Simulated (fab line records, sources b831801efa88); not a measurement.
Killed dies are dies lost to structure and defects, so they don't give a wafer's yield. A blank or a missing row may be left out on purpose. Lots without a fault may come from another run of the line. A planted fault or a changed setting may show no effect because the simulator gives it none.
Chamber matching | flow sky130 | SKY_CONTACT_CMP_27 on cmp-01: 4 sister chambers
The step polishes, stops on SiO2, t overpolish 15 s, target thk 0 nm. 8 wafers are shown with their chamber, then 8 later ones without.

WAFERS WITH THEIR CHAMBER
wafer  | chamber | motor_current_A (A) | time_to_endpoint_s (s)
L370.5 | 0       | 10.9                | 83
L374.2 | 1       | 10.9                | 88
L375.5 | 2       | 9.9                 | 89
L375.6 | 3       | 12.8                | 81
L376.2 | 3       | 12.9                | 81
L376.4 | 1       | 11.0                | 79
L376.5 | 0       | 10.8                | 81
L384.3 | 2       | 10.3                | 85

WAFERS WITHOUT THEIR CHAMBER
wafer  | motor_current_A (A) | time_to_endpoint_s (s)
L384.5 | 10.6                | 87
L384.6 | 11.0                | 85
L389.2 | 10.6                | 86
L389.3 | 11.1                | 84
L389.6 | 9.9                 | 83
L390.2 | 9.8                 | 88
L390.3 | 10.7                | 85
L390.5 | 9.9                 | 84

WHICH CHAMBER EACH WENT THROUGH
wafer  | from the rows above          | in truth
L384.5 | can't be placed: 0 or 1 or 2 | 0
L384.6 | can't be placed: 1 or 0      | 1
L389.2 | can't be placed: 0 or 1 or 2 | 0
L389.3 | can't be placed: 1 or 0      | 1
L389.6 | 2                            | 2
L390.2 | 2                            | 2
L390.3 | can't be placed: 0 or 1      | 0
L390.5 | 2                            | 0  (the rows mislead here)
Placed correctly: 2 of 8. Can't be placed from these rows: 5 (the true chamber is among the candidates in 5). Placed wrongly: 1.
How it was worked out, from the rows above alone: a wafer's distance from a chamber is the root of the sum, over the readings, of the square of ((its reading less the chamber's mean) divided by the reading's scatter). The wafer belongs to the nearest chamber; if the next one is less than 2 further off, it can't be placed. A chamber's mean is the mean of its shown wafers. The scatter: the root of (the sum of the squares of (reading less its chamber's mean) over the shown wafers, divided by (wafers less chambers)).
